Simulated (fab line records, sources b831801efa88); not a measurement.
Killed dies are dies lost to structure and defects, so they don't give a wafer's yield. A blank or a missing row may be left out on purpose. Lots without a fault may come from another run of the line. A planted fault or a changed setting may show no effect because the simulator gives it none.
fab line records | flow gf180mcu
record lots=5 wafers=15 last_day=34
route steps=602 shown V3@441
lots that met no fault: from a run of the same line without faults
start_h: hours from the record's first day to the start of the lot's first wafer shown | wait_h: hours since the lot's step before | " the same as in the row above | L1.1+2: a row that stands for several wafers | - no value, or no start given | * or withheld: withheld | < > ~ a bound
route shown NAME@n: a module of which the file shows steps, and the number in the route of the first | usual: mean/standard deviation of fault-free wafers | same: alike in all rows | chamber/n: place in a boat | sites: the reading at each site | _std_site: their standard deviation | _edge_site: outer sites' mean less inner sites' | radius_mm: how far each site lies from the wafer's centre | mask NAME#n: copy n | behind: the tool/chamber that last shaped the wafer | hold: why the lot was held/for how many hours/how that ended | device: the transistor (n, p or np) that didn't switch | end of line: the same wafers' tests at the end of the route | a step without rows: its recipe alone | killed: dies lost to structure and defects at the first sort, not the wafer's yield | map: a wafer's dies, x killed, . not, _ none there
set.NAME: the setting as run; set.NAME@STEP: as run at that earlier step | model.NAME: the simulator's own value behind a step, which no gauge read
lots at some steps of the route; a table a step, a row a wafer
services: from which hour (start_h, from the record's first day; less than 0 if before it) a tool's chamber was out of use, for how many hours, and why
## steps
# step GF_V3_PEB_12
# recipe peb_temp_c=135 peb_time_s=90 resist=KrF
# usual heater_power_total_W=85.70/0.077
# columns lot.wafer tool chamber start_h wait_h heater_power_total_W
L074.2 litho_track-04 0 - - 85.68
L074.4 " 0 " " 85.77
L074.6 " 0 " " 85.75
L079.1 litho_track-01 0 - - 85.78
L079.2 " 0 " " 85.57
L079.3 " 0 " " 85.58
L089.1 litho_track-04 0 - - 85.62
L089.3 " 0 " " 85.76
L089.5 " 0 " " 85.57
L091.1 litho_track-01 0 - - 85.59
L091.2 " 0 " " 85.68
L091.3 " 0 " " 85.63
L096.1 litho_track-01 0 - - 85.59
L096.2 " 0 " " 85.68
L096.6 " 0 " " 85.75
# step GF_V3_DEVELOP_13
# recipe develop_time_s=60 resist=KrF dev_temp_c=21
# columns lot.wafer tool chamber start_h wait_h
L074.2+4+6 litho_track-04 0 521.60 0.2
L079.1+2+3 litho_track-01 0 555.03 0.2
L089.1+3+5 litho_track-04 0 641.22 0.2
L091.1+2+3 litho_track-01 0 653.18 0.2
L096.1+2+6 litho_track-01 0 684.48 0.2
# step GF_V3_CD_MEAS_14
# recipe target_cd_nm=260
# usual cd_nm=259.6/1.2
# columns lot.wafer tool chamber start_h wait_h cd_nm
L074.2 cd_sem-01 - 521.74 0.1 258.7
L074.4 " - " " 259.5
L074.6 " - " " 258.7
L079.1 cd_sem-02 - 555.18 0.1 260.2
L079.2 " - " " 260.0
L079.3 " - " " 258.9
L089.1 cd_sem-01 - 641.37 0.1 261.1
L089.3 " - " " 261.0
L089.5 " - " " 259.8
L091.1 cd_sem-01 - 653.33 0.1 259.6
L091.2 " - " " 259.1
L091.3 " - " " 259.0
L096.1 cd_sem-02 - 684.63 0.1 262.1
L096.2 " - " " 262.5
L096.6 " - " " 262.2
# step GF_V3_OVL_MEAS_15
# usual V3_OVL=-2/4.8
# columns lot.wafer tool chamber start_h wait_h V3_OVL[nm]
L074.2 overlay-02 - 521.85 0.1 -6
L074.4 " - " " -2
L074.6 " - " " -2
L079.1 overlay-02 - 555.30 0.1 -10
L079.2 " - " " -3
L079.3 " - " " -7
L089.1 overlay-02 - 641.49 0.1 0
L089.3 " - " " -8
L089.5 " - " " -9
L091.1 overlay-02 - 653.45 0.1 -3
L091.2 " - " " 1
L091.3 " - " " -2
L096.1 overlay-01 - 684.75 0.1 -11
L096.2 " - " " -2
L096.6 " - " " -9
# step GF_V3_ETCH_16
# recipe chemistry=N2/H2 target_depth_a=withheld overetch_a=withheld time_s=withheld target=BARC ion_energy_ev=200 source_w=500 bias_w=100 pressure_mtorr=30 n2_flow_sccm=100 h2_flow_sccm=200
# usual chamber_pressure_mTorr=29.998/0.029 drypump_motor_current_A=5.7/0.42 n2_flow_sccm=100.0/0.31 oes_product_au=0.855/0.0045 throttle_valve_pct=13.225/0.0081
# columns lot.wafer tool chamber start_h wait_h chamber_pressure_mTorr drypump_motor_current_A n2_flow_sccm oes_product_au throttle_valve_pct
L074.2 rie_diel-02 1 521.88 0.0 29.982 5.1 99.7 0.858 13.216
L074.4 " 0 " " 30.020 5.4 100.3 0.854 13.235
L074.6 " 3 " " 30.017 5.9 100.3 0.846 13.228
L079.1 rie_diel-03 0 555.34 0.0 29.978 5.7 99.8 0.861 13.227
L079.2 " 3 " " 29.982 5.4 99.8 0.853 13.235
L079.3 " 2 " " 29.986 6.3 100.0 0.857 13.221
L089.1 rie_diel-03 1 641.53 0.0 30.066 6.2 100.4 0.843 13.214
L089.3 " 2 " " 29.974 6.3 99.9 0.855 13.220
L089.5 " 0 " " 29.974 5.7 100.0 0.857 13.222
L091.1 rie_diel-03 1 653.48 0.0 30.036 6.3 100.1 0.861 13.224
L091.2 " 3 " " 30.003 5.4 100.0 0.856 13.230
L091.3 " 2 " " 30.029 6.3 99.9 0.860 13.220
L096.1 rie_diel-02 0 684.78 0.0 30.054 5.4 99.9 0.855 13.223
L096.2 " 3 " " 29.994 5.9 99.9 0.858 13.220
L096.6 " 1 " " 29.974 5.2 99.9 0.853 13.223
# step GF_V3_ETCH_17
# recipe chemistry=C4F8/O2/Ar mask_material=KrF target=SiO2 stop_on=TiN source_w=1500 bias_w=1200 pressure_mtorr=40 c4f8_flow_sccm=withheld O2_flow_sccm=6 Ar_flow_sccm=300 time_s=withheld target_depth_a=6350
# usual chamber_pressure_mTorr=40.00/0.037 oes_product_au=0.856/0.0043
# columns lot.wafer tool chamber start_h wait_h chamber_pressure_mTorr oes_product_au
L074.2 rie_diel-02 1 - - 39.99 0.860
L074.4 " 0 " " 39.98 0.858
L074.6 " 3 " " 40.05 0.848
L079.1 rie_diel-03 0 - - 39.99 0.848
L079.2 " 3 " " 39.99 0.857
L079.3 " 2 " " 40.01 0.863
L089.1 rie_diel-03 1 - - 39.91 0.850
L089.3 " 2 " " 39.96 0.856
L089.5 " 0 " " 39.96 0.863
L091.1 rie_diel-03 1 - - 40.02 0.861
L091.2 " 3 " " 40.05 0.860
L091.3 " 2 " " 40.03 0.856
L096.1 rie_diel-02 0 - - 40.03 0.855
L096.2 " 3 " " 40.02 0.852
L096.6 " 1 " " 40.06 0.852
# step GF_V3_STRIP_18
# recipe chemistry=O2/N2 power_w=1400 pressure_mtorr=1500 platen_temp_c=250 o2_flow_sccm=3000 n2_flow_sccm=300 overash_fraction=0.5
# usual chamber_pressure_mTorr=1500.0/1.4 drypump_motor_current_A=6.04/0.27 heater_power_w=334/22 n2_flow_sccm=300.1/0.76 oes_product_au=0.592/0.0043
# same overash_fraction=0.5
# columns lot.wafer tool chamber start_h wait_h chamber_pressure_mTorr drypump_motor_current_A heater_power_w n2_flow_sccm oes_product_au rf_hours_counter_h
L074.2 plasma_asher-03 0 522.01 - 1500.2 6.24 307 299.0 0.592 45
L074.4 " 0 " " 1499.6 6.24 312 299.8 0.590 -
L074.6 " 0 " " 1500.6 6.24 306 299.2 0.591 -
L079.1 plasma_asher-01 1 555.46 - 1502.1 6.38 321 300.2 0.587 86
L079.2 " 0 " " 1498.7 5.77 335 299.6 0.590 86
L079.3 " 0 " " 1499.4 5.78 334 299.0 0.594 -
L089.1 plasma_asher-03 0 641.66 - 1499.1 6.24 309 301.1 0.590 58
L089.3 " 1 " " 1501.7 5.69 361 300.2 0.586 -
L089.5 " 0 " " 1497.9 6.24 310 299.3 0.595 -
L091.1 plasma_asher-03 1 653.61 - 1498.3 5.72 366 300.0 0.581 60
L091.2 " 0 " " 1501.1 6.23 307 300.4 0.589 60
L091.3 " 0 " " 1498.7 6.23 304 300.2 0.595 -
L096.1 plasma_asher-02 1 684.91 - 1500.1 6.12 327 301.5 0.595 21
L096.2 " 0 " " 1497.6 5.99 344 299.2 0.593 21
L096.6 " 1 " " 1498.6 6.12 324 300.2 0.596 -
# step GF_V3_STRIP_19
# recipe chemistry=post_etch_residue_remover time_s=1200 temp_c=72.5
# columns lot.wafer tool chamber start_h wait_h
L074.2+4+6 wet_bench-01 1 522.11 0.1
L079.1+2+3 wet_bench-02 2 555.56 0.1
L089.1+3+5 wet_bench-04 0 641.76 0.1
L091.1+2+3 wet_bench-01 0 653.71 0.1
L096.1+2+6 wet_bench-04 2 685.01 0.1
## services
# columns tool chamber start_h hours kind
plasma_asher-02 - 509.73 1.9 repair
plasma_asher-02 - 512.98 2.9 repair
rie_diel-02 2 519.87 6.1 repair
litho_track-04 - 543.99 - consumable_replace:filter
rie_diel-03 1 547.73 9.2 repair
plasma_asher-02 - 550.72 3.0 repair
rie_diel-02 1 555.44 - clean
rie_diel-02 1 555.44 23.2 scheduled_down
rie_diel-02 1 555.44 23.2 vent_cycle
rie_diel-03 - 561.12 22.1 repair
rie_diel-02 0 565.03 6.1 repair
plasma_asher-01 - 582.29 2.9 repair
rie_diel-02 3 586.59 - clean
rie_diel-02 3 586.59 17.8 scheduled_down
plasma_asher-02 - 620.57 14.6 pm
plasma_asher-03 - 624.30 0.3 repair
wet_bench-02 - 631.16 44.0 pm
rie_diel-03 3 638.86 11.6 repair
plasma_asher-02 - 640.98 33.0 pm
wet_bench-01 - 651.48 1.8 repair
rie_diel-03 1 661.34 12.5 repair
wet_bench-01 - 666.44 4.4 pm
rie_diel-02 0 667.24 12.0 repair
rie_diel-03 - 678.73 14.6 pm
## key
fault none
